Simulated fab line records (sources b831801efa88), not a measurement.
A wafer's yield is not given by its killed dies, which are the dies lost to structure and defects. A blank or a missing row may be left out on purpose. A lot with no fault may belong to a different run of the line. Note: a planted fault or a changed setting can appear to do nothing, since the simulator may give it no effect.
fab line records	flow sky130
record: lots: 5	wafers: 15	lastDay: 48
route steps=708 shown PASSIVATION@689 PAD_OPEN@694
lots that met no fault: taken from a fault-free run of the same line
startH: hours from the record's opening day to when the first of the lot's shown wafers began	waitH: hours since the lot's step before	" repeats the value in the row above	L1.1+2: a single row standing in for several wafers	- no value present, or no start provided	* or withheld: withheld	< > ~ a bound
route shown NAME@n: NAME is a module with steps in the file, n the number in the route of the first one	usual: mean/standard deviation taken from wafers without a fault	same: alike in all rows	chamber/n: place in a boat	sites: each site's reading	_std_site: how widely they spread, as a standard deviation	_edge_site: outer sites' mean less inner sites'	radiusMm: how far each site lies from the wafer's centre	mask NAME#n: copy n	behind: the tool/chamber that last shaped the wafer	hold: reason for holding the lot/hours on hold/outcome of the hold	device: names the non-switching transistor (n, p or np)	end of line: tests of these same wafers at the route's end	a step with no rows: only its recipe	killed: not the wafer's yield, but the dies lost to structure and defects at the first sort	map: a wafer's dies, marking killed ones x, the rest . and places with no die _
set.NAME: the run value of the setting; set.NAME@STEP: its run value at that earlier step	model.NAME: the simulator's own value behind a step, which no gauge read
lots seen at some steps along the route; tables by step, rows by wafer
services: the hour from which a tool's chamber was out of use, counted from the record's first day as startH (under 0 if before that day), plus the number of hours and why
== steps ==
step: SKY_PASSIVATION_EXPOSE_08
recipe: maskId: NSM	targetCdNm: 3000	na: 0.57	doseMj: 260
usual: focusOffsetNm: -0.1/0.49	reticleTempC: 23.01/0.11
lot.wafer	tool	chamber	startH	waitH	mask	focusOffsetNm	reticleTempC
L081.1	ilineStepper-02	0	-	-	NSM#0	-0.3	23.02
L081.4	"	0	"	"	NSM#0	0.2	22.94
L081.5	"	0	"	"	NSM#0	-0.9	23.05
L082.1	ilineStepper-02	0	-	-	NSM#0	-0.2	23.09
L082.3	"	0	"	"	NSM#0	0.8	22.80
L082.5	"	0	"	"	NSM#0	0.6	22.86
L089.2	ilineStepper-02	0	-	-	NSM#0	0.2	22.90
L089.3	"	0	"	"	NSM#0	-0.8	22.90
L089.4	"	0	"	"	NSM#0	-0.7	22.63
L090.2	ilineStepper-01	0	-	-	NSM#0	-0.2	22.94
L090.5	"	0	"	"	NSM#0	0.2	22.90
L090.6	"	0	"	"	NSM#0	0.4	23.00
L091.2	ilineStepper-02	0	-	-	NSM#0	-0.8	22.98
L091.3	"	0	"	"	NSM#0	-0.5	22.86
L091.4	"	0	"	"	NSM#0	-0.1	22.93
step: SKY_PASSIVATION_PEB_09
recipe: tempC: 115	timeS: withheld
lot.wafer	tool	chamber	startH	waitH
L081.1+4+5	lithoTrack-01	0	-	-
L082.1+3+5	lithoTrack-01	0	-	-
L089.2+3+4	lithoTrack-02	0	-	-
L090.2+5+6	lithoTrack-01	0	-	-
L091.2+3+4	lithoTrack-01	0	-	-
step: SKY_PASSIVATION_DEVELOP_10
recipe: developTimeS: 60	devTempC: 23
lot.wafer	tool	chamber	startH	waitH
L081.1+4+5	lithoTrack-01	0	-	-
L082.1+3+5	lithoTrack-01	0	-	-
L089.2+3+4	lithoTrack-02	0	-	-
L090.2+5+6	lithoTrack-01	0	-	-
L091.2+3+4	lithoTrack-01	0	-	-
step: SKY_PASSIVATION_ETCH_11
recipe: chemistry: CF4/O2	targetDepthNm: 725	stopOn: AlCu	sourceW: 800	biasW: 150	pressureMtorr: 150	cf4FlowSccm: 80	O2_flow_sccm: 10	timeS: 161.1
usual: cf4FlowSccm: 80.01/0.24	chamberPressureMTorr: 150.00/0.14	drypumpMotorCurrentA: 5.8/0.36	oesProductAu: 0.981/0.0066	throttleValvePct: 5.964/0.0086
lot.wafer	tool	chamber	startH	waitH	cf4FlowSccm	chamberPressureMTorr	drypumpMotorCurrentA	oesProductAu	rfHoursCounterH	throttleValvePct
L081.1	rieDiel-02	2	1089.90	-	80.10	150.07	6.3	0.972	12	5.959
L081.4	"	0	"	"	79.90	149.88	5.2	0.989	23	5.946
L081.5	"	0	"	"	79.90	150.09	5.3	0.982	-	5.959
L082.1	rieDiel-04	2	1091.05	-	80.59	150.02	6.4	0.974	7	5.976
L082.3	"	1	"	"	79.73	150.13	5.8	0.981	8	5.962
L082.5	"	2	"	"	80.21	150.06	6.4	0.988	-	5.952
L089.2	rieDiel-04	1	1132.37	-	80.08	150.04	5.8	0.972	9	5.964
L089.3	"	0	"	"	79.58	149.93	5.9	0.982	17	5.962
L089.4	"	2	"	"	79.80	149.88	6.4	0.988	9	5.963
L090.2	rieDiel-04	1	1140.45	-	80.20	149.84	5.8	0.983	10	5.956
L090.5	"	2	"	"	80.14	150.03	6.4	0.992	-	5.960
L090.6	"	1	"	"	79.94	150.06	5.8	0.979	-	5.963
L091.2	rieDiel-02	2	1140.80	-	79.77	149.89	6.3	0.972	14	5.951
L091.3	"	3	"	"	79.87	149.93	6.0	0.982	21	5.968
L091.4	"	0	"	"	79.77	149.98	5.2	0.987	25	5.968
step: SKY_PASSIVATION_STRIP_12
recipe: chemistry: O2/N2	powerW: 1400	pressureMtorr: 1500	platenTempC: withheld	overashFraction: 0.7	o2FlowSccm: 3000	n2FlowSccm: 300
usual: chamberPressureMTorr: 1500.1/1.3	drypumpMotorCurrentA: 5.7/0.39	oesProductAu: 0.660/0.005	stripTimeToEndpointS: 31.48/0.11
lot.wafer	tool	chamber	startH	waitH	chamberPressureMTorr	drypumpMotorCurrentA	oesProductAu	rfHoursCounterH	stripTimeToEndpointS
L081.1	plasmaAsher-01	1	1090.01	0.1	1500.0	5.0	0.661	35	31.51
L081.4	"	1	"	"	1498.9	4.9	0.657	-	31.59
L081.5	"	0	"	"	1501.2	6.4	0.659	-	31.35
L082.1	plasmaAsher-03	0	1091.16	0.1	1498.1	5.7	0.660	98	31.64
L082.3	"	1	"	"	1499.8	5.7	0.668	-	31.52
L082.5	"	0	"	"	1500.8	5.7	0.664	-	31.58
L089.2	plasmaAsher-03	0	1132.48	0.1	1500.2	5.8	0.660	101	31.54
L089.3	"	0	"	"	1499.9	5.8	0.660	-	31.43
L089.4	"	1	"	"	1498.7	5.7	0.657	-	31.46
L090.2	plasmaAsher-01	0	1140.56	0.1	1499.1	6.4	0.662	41	31.35
L090.5	"	1	"	"	1501.1	5.0	0.658	-	31.25
L090.6	"	0	"	"	1503.7	6.4	0.658	-	31.38
L091.2	plasmaAsher-03	1	1140.91	0.1	1498.5	5.7	0.660	102	31.43
L091.3	"	1	"	"	1498.8	5.7	0.656	-	31.51
L091.4	"	0	"	"	1499.8	5.8	0.655	-	31.43
step: SKY_PAD_OPEN_DEHYDRATE_00
recipe: tempC: 200	timeS: 60
lot.wafer	tool	chamber	startH	waitH
L081.1+4+5	lithoTrack-04	0	1099.38	9.3
L082.1+3+5	lithoTrack-02	0	1100.62	9.4
L089.2+3+4	lithoTrack-02	0	1140.65	8.1
L090.2+5+6	lithoTrack-04	0	1148.76	8.2
L091.2+3+4	lithoTrack-03	0	1149.14	8.2
step: SKY_PAD_OPEN_HMDS_01
recipe: primeTimeS: 60	primeTempC: 120
lot.wafer	tool	chamber	startH	waitH
L081.1+4+5	lithoTrack-04	0	1099.53	0.1
L082.1+3+5	lithoTrack-02	0	1100.77	0.1
L089.2+3+4	lithoTrack-02	0	1140.80	0.1
L090.2+5+6	lithoTrack-04	0	1148.91	0.1
L091.2+3+4	lithoTrack-03	0	1149.29	0.1
step: SKY_PAD_OPEN_COAT_02
recipe: spinRpm: 2000	resistThkNm: 3000
usual: spinSpeedRpm: 2000.0/1.3
lot.wafer	tool	chamber	startH	waitH	spinSpeedRpm
L081.1	lithoTrack-04	0	1099.68	0.1	1997.2
L081.4	"	0	"	"	1998.0
L081.5	"	0	"	"	1998.8
L082.1	lithoTrack-02	0	1100.92	0.1	1999.9
L082.3	"	0	"	"	1999.4
L082.5	"	0	"	"	1998.0
L089.2	lithoTrack-02	0	1140.95	0.1	2002.0
L089.3	"	0	"	"	1999.5
L089.4	"	0	"	"	1999.0
L090.2	lithoTrack-04	0	1149.06	0.1	1999.4
L090.5	"	0	"	"	1999.6
L090.6	"	0	"	"	1999.3
L091.2	lithoTrack-03	0	1149.44	0.1	2001.3
L091.3	"	0	"	"	2002.1
L091.4	"	0	"	"	1999.5
step: SKY_PAD_OPEN_SOFTBAKE_03
recipe: tempC: 110	timeS: withheld
lot.wafer	tool	chamber	startH	waitH
L081.1+4+5	lithoTrack-04	0	1099.83	0.1
L082.1+3+5	lithoTrack-02	0	1101.07	0.1
L089.2+3+4	lithoTrack-02	0	1141.10	0.1
L090.2+5+6	lithoTrack-04	0	1149.21	0.1
L091.2+3+4	lithoTrack-03	0	1149.60	0.1
step: SKY_PAD_OPEN_EXPOSE_04
recipe: maskId: PDM	targetCdNm: 60000	na: 0.57	doseMj: 260
usual: focusOffsetNm: 0.2/0.49	reticleTempC: 23.02/0.11
lot.wafer	tool	chamber	startH	waitH	mask	focusOffsetNm	reticleTempC
L081.1	ilineStepper-02	0	-	-	PDM#0	1.2	22.95
L081.4	"	0	"	"	PDM#0	1.0	23.26
L081.5	"	0	"	"	PDM#0	1.3	23.10
L082.1	ilineStepper-02	0	-	-	PDM#0	0.4	23.06
L082.3	"	0	"	"	PDM#0	0.2	23.04
L082.5	"	0	"	"	PDM#0	0.7	23.21
L089.2	ilineStepper-01	0	-	-	PDM#0	0.1	23.00
L089.3	"	0	"	"	PDM#0	0.3	22.95
L089.4	"	0	"	"	PDM#0	-0.7	22.98
L090.2	ilineStepper-02	0	-	-	PDM#0	0.8	23.08
L090.5	"	0	"	"	PDM#0	0.1	23.03
L090.6	"	0	"	"	PDM#0	-0.6	23.03
L091.2	ilineStepper-02	0	-	-	PDM#0	0.0	23.09
L091.3	"	0	"	"	PDM#0	0.0	22.94
L091.4	"	0	"	"	PDM#0	-0.3	22.88
step: SKY_PAD_OPEN_PEB_05
recipe: tempC: 115	timeS: withheld
lot.wafer	tool	chamber	startH	waitH
L081.1+4+5	lithoTrack-04	0	-	-
L082.1+3+5	lithoTrack-03	0	-	-
L089.2+3+4	lithoTrack-02	0	-	-
L090.2+5+6	lithoTrack-03	0	-	-
L091.2+3+4	lithoTrack-02	0	-	-
step: SKY_PAD_OPEN_DEVELOP_06
recipe: developTimeS: 60	devTempC: 23
lot.wafer	tool	chamber	startH	waitH
L081.1+4+5	lithoTrack-04	0	-	-
L082.1+3+5	lithoTrack-03	0	-	-
L089.2+3+4	lithoTrack-02	0	-	-
L090.2+5+6	lithoTrack-03	0	-	-
L091.2+3+4	lithoTrack-02	0	-	-
step: SKY_PAD_OPEN_ETCH_07
recipe: chemistry: CF4/O2	targetDepthNm: 725	stopOn: AlCu	sourceW: 800	biasW: 150	pressureMtorr: 150	cf4FlowSccm: 80	O2_flow_sccm: 10	timeS: 161.1
usual: cf4FlowSccm: 80.01/0.25	chamberPressureMTorr: 150.01/0.14	drypumpMotorCurrentA: 5.8/0.36	oesProductAu: 0.981/0.0076	throttleValvePct: 5.966/0.01
lot.wafer	tool	chamber	startH	waitH	cf4FlowSccm	chamberPressureMTorr	drypumpMotorCurrentA	oesProductAu	rfHoursCounterH	throttleValvePct
L081.1	rieDiel-02	0	1109.33	-	79.95	150.05	5.3	0.978	24	5.972
L081.4	"	3	"	"	80.26	150.09	6.0	0.975	19	5.964
L081.5	"	3	"	"	80.11	149.96	6.0	0.984	-	5.956
L082.1	rieDiel-01	2	1110.67	-	79.97	150.00	5.9	0.975	24	5.970
L082.3	"	1	"	"	80.03	150.14	6.0	0.985	13	5.979
L082.5	"	2	"	"	79.98	149.86	6.0	0.984	-	5.964
L089.2	rieDiel-01	2	1149.82	-	79.72	149.88	6.0	0.968	26	5.965
L089.3	"	0	"	"	80.11	150.10	6.0	0.979	14	5.981
L089.4	"	1	"	"	79.74	150.08	6.0	0.983	14	5.968
L090.2	rieDiel-01	0	1158.02	-	80.42	149.76	6.0	0.991	14	5.965
L090.5	"	3	"	"	80.10	150.10	5.6	0.993	-	5.966
L090.6	"	0	"	"	80.53	150.16	6.0	0.983	-	5.959
L091.2	rieDiel-02	3	1158.37	-	80.02	150.04	6.0	0.981	21	5.952
L091.3	"	2	"	"	80.09	149.97	6.4	0.973	14	5.988
L091.4	"	0	"	"	79.84	150.06	5.3	0.987	26	5.959
step: SKY_PAD_OPEN_STRIP_08
recipe: chemistry: O2/N2	powerW: 1400	pressureMtorr: 1500	platenTempC: withheld	overashFraction: 0.7	o2FlowSccm: 3000	n2FlowSccm: 300
usual: chamberPressureMTorr: 1500.0/1.2	drypumpMotorCurrentA: 5.7/0.36	oesProductAu: 0.663/0.0045
lot.wafer	tool	chamber	startH	waitH	chamberPressureMTorr	drypumpMotorCurrentA	oesProductAu	rfHoursCounterH
L081.1	plasmaAsher-02	1	1109.44	0.1	1500.7	5.5	0.659	5
L081.4	"	1	"	"	1499.5	5.5	0.668	-
L081.5	"	0	"	"	1499.4	6.1	0.669	-
L082.1	plasmaAsher-02	1	1110.77	0.1	1499.6	5.4	0.659	5
L082.3	"	0	"	"	1498.1	6.1	0.654	-
L082.5	"	1	"	"	1501.8	5.5	0.658	-
L089.2	plasmaAsher-04	0	1149.93	0.1	1500.6	6.1	0.665	70
L089.3	"	1	"	"	1500.9	5.2	0.663	-
L089.4	"	0	"	"	1502.8	6.1	0.669	-
L090.2	plasmaAsher-04	0	1158.12	0.1	1500.8	6.1	0.662	71
L090.5	"	0	"	"	1499.1	6.1	0.662	-
L090.6	"	1	"	"	1499.0	5.2	0.669	-
L091.2	plasmaAsher-03	1	1158.48	0.1	1500.3	5.7	0.667	104
L091.3	"	1	"	"	1500.3	5.7	0.658	-
L091.4	"	0	"	"	1499.6	5.7	0.663	-
step: SKY_PAD_OPEN_STRIP_09
recipe: chemistry: postEtchResidueRemover	timeS: 1200	tempC: 72.5
usual: bathGuardTempC: 72.5/0.46	tempC: 72.48/0.1
lot.wafer	tool	chamber	startH	waitH	bathGuardTempC	tempC
L081.1	wetBench-02	2	1109.57	0.1	71.8	72.56
L081.4	"	2	"	"	71.5	72.52
L081.5	"	2	"	"	71.7	72.53
L082.1	wetBench-02	0	1110.87	0.1	72.2	72.49
L082.3	"	0	"	"	72.3	72.54
L082.5	"	0	"	"	72.3	72.52
L089.2	wetBench-02	1	1150.03	0.1	73.1	72.43
L089.3	"	1	"	"	72.9	72.43
L089.4	"	1	"	"	72.8	72.42
L090.2	wetBench-01	3	1158.22	0.1	72.9	72.47
L090.5	"	3	"	"	72.7	72.46
L090.6	"	3	"	"	73.1	72.46
L091.2	wetBench-01	3	1158.70	0.2	72.8	72.52
L091.3	"	3	"	"	73.0	72.47
L091.4	"	3	"	"	73.0	72.49
step: SKY_PAD_OPEN_CLEAN_10
recipe: chemistry: IPA	timeS: 180	tempC: 25
usual: tempC: 24.99/0.092
lot.wafer	tool	chamber	startH	waitH	tempC
L081.1	wetBench-03	3	1110.25	0.0	24.94
L081.4	"	3	"	"	24.91
L081.5	"	3	"	"	24.97
L082.1	wetBench-02	0	1111.56	0.0	25.16
L082.3	"	0	"	"	25.04
L082.5	"	0	"	"	24.93
L089.2	wetBench-01	2	1150.40	0.0	24.89
L089.3	"	2	"	"	25.07
L089.4	"	2	"	"	25.01
L090.2	wetBench-02	1	1158.70	0.1	25.15
L090.5	"	1	"	"	24.94
L090.6	"	1	"	"	24.90
L091.2	wetBench-02	2	1159.07	0.0	25.14
L091.3	"	2	"	"	25.05
L091.4	"	2	"	"	25.10
step: SKY_PAD_OPEN_CLEAN_11
recipe: chemistry: O3/DIW	dry: n2Spin
lot.wafer	tool	chamber	startH	waitH
L081.1+4+5	wetBench-02	2	1110.32	0.0
L082.1+3+5	wetBench-03	2	1111.67	0.0
L089.2+3+4	wetBench-03	0	1150.46	0.0
L090.2+5+6	wetBench-02	1	1158.76	0.0
L091.2+3+4	wetBench-03	3	1159.13	0.0
step: SKY_PAD_OPEN_ANNEAL_12
recipe: tempC: 400	timeS: withheld	ambient: N2/H2	idleTempC: 300	rampUpCPerMin: 8	rampDownCPerMin: 4
usual: spikeTcCentreC: 400.4/1.1
lot.wafer	tool	chamber	startH	waitH	spikeTcCentreC
L081.1	furnace-01	0	1110.50	0.0	400.4
L081.4	"	0	"	"	400.8
L081.5	"	0	"	"	400.4
L082.1	furnace-01	0	1112.00	0.2	400.2
L082.3	"	0	"	"	401.5
L082.5	"	0	"	"	401.8
L089.2	furnace-01	0	1150.56	0.0	401.8
L089.3	"	0	"	"	403.2
L089.4	"	0	"	"	398.9
L090.2	furnace-02	0	1158.85	0.0	399.8
L090.5	"	0	"	"	399.4
L090.6	"	0	"	"	400.6
L091.2	furnace-01	0	1159.22	0.0	401.3
L091.3	"	0	"	"	399.1
L091.4	"	0	"	"	400.5
step: SKY_PAD_OPEN_BOW_MEAS_13
recipe: mode: bow
usual: PAD_OPEN_BOW: 45/8.6
lot.wafer	tool	chamber	startH	waitH	PAD_OPEN_BOW[um]
L081.1	filmMetro-01	-	1112.00	-	49
L081.4	"	-	"	"	44
L081.5	"	-	"	"	40
L082.1	filmMetro-03	-	1113.50	-	45
L082.3	"	-	"	"	42
L082.5	"	-	"	"	43
L089.2	filmMetro-01	-	1152.08	-	49
L089.3	"	-	"	"	45
L089.4	"	-	"	"	57
L090.2	filmMetro-01	-	1160.37	-	45
L090.5	"	-	"	"	50
L090.6	"	-	"	"	46
L091.2	filmMetro-01	-	1160.74	-	40
L091.3	"	-	"	"	42
L091.4	"	-	"	"	34
== services ==
tool	chamber	startH	hours	kind
plasmaAsher-04	-	1063.70	28.1	pm
plasmaAsher-02	0	1064.25	-	clean
plasmaAsher-02	1	1064.25	-	clean
rieDiel-01	3	1078.31	10.2	repair
rieDiel-04	-	1078.52	2.8	pm
plasmaAsher-01	-	1084.41	1.9	repair
furnace-01	-	1086.81	3.4	pm
rieDiel-04	1	1093.12	6.5	repair
furnace-02	-	1097.49	21.0	repair
plasmaAsher-03	-	1098.16	1.7	repair
plasmaAsher-04	-	1105.90	0.8	repair
wetBench-01	-	1110.18	5.8	repair
rieDiel-02	3	1117.45	6.9	repair
furnace-01	-	1134.24	3.5	pm
plasmaAsher-02	-	1138.58	15.9	pm
ilineStepper-01	-	1147.81	41.2	repair
== key ==
fault none
